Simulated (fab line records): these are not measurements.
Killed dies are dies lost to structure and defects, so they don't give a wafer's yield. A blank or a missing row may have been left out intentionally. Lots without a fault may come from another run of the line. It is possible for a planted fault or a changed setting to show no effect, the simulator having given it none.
A single fault, viewed from 2 desks	flow sky130	every desk sees just its own numbers, and what lay behind them comes last

== METROLOGY DESK ==
Means of the sampled wafers that have a number, per lot and without regard to the tool the lot ran on: this is what the gauges read. If a lot's mean is further than 4 standard deviations from the usual mean, the lot is out of limits and carries the mark OUT (the distance appears in the brackets).
Columns: A = PAD_OPEN_BOW at SKY_PAD_OPEN_BOW_MEAS_13, usual 44 um
lot	first seen here	A
L181	day 46 01:13	44
L182	day 46 02:41	55
L183	day 46 08:38	41
L184	day 46 10:02	39
L186	day 47 01:07	51
L187	day 47 11:28	50
L189	day 47 18:40	49
L190	day 47 20:51	50
L195	day 48 21:05	46
L198	day 49 20:54	48
L201	day 50 03:01	41
L203	day 50 19:37	44
Result from this desk: across the 12 lots, nothing is out of limits.

== THE TOOL OWNER'S DESK: plasma_asher-04 ==
The tool's own readings at SKY_SONOS_ONO_STRIP_17 (strips in O2/N2): means of the sampled wafers that have a number, for each lot that ran on this tool. If a lot's mean is further than 4 standard deviations from the usual mean, the lot is out of limits and carries the mark OUT (the distance appears in the brackets).
Columns: A = drypump_motor_current_A at SKY_SONOS_ONO_STRIP_17, usual 5.20 A; B = n2_flow_sccm at SKY_SONOS_ONO_STRIP_17, usual 300.1 sccm; C = o2_flow_sccm at SKY_SONOS_ONO_STRIP_17, usual 2998 sccm; D = oes_product_au at SKY_SONOS_ONO_STRIP_17, usual 0.709 a.u.; E = strip_time_to_endpoint_s at SKY_SONOS_ONO_STRIP_17, usual 14.10 s
lot	first seen here	A	B	C	D	E
L184	day 13 10:05	5.29	299.6	2995	0.709	14.09
L186	day 14 10:34	5.30	299.7	3003	0.705	14.09
L187	day 14 17:42	5.20	300.7	3005	0.710	14.11
L195	day 17 04:41	5.30	299.8	2999	0.710	14.11
L198	day 18 03:35	5.30	299.6	2999	0.711	14.12
Result from this desk: across the 5 lots, nothing is out of limits.

== PUT TOGETHER ==
Metrology desk: nothing out of limits seen.
Nothing out of limits was seen by the tool owner's desk.

== WHAT THE SIMULATOR PUT IN ==
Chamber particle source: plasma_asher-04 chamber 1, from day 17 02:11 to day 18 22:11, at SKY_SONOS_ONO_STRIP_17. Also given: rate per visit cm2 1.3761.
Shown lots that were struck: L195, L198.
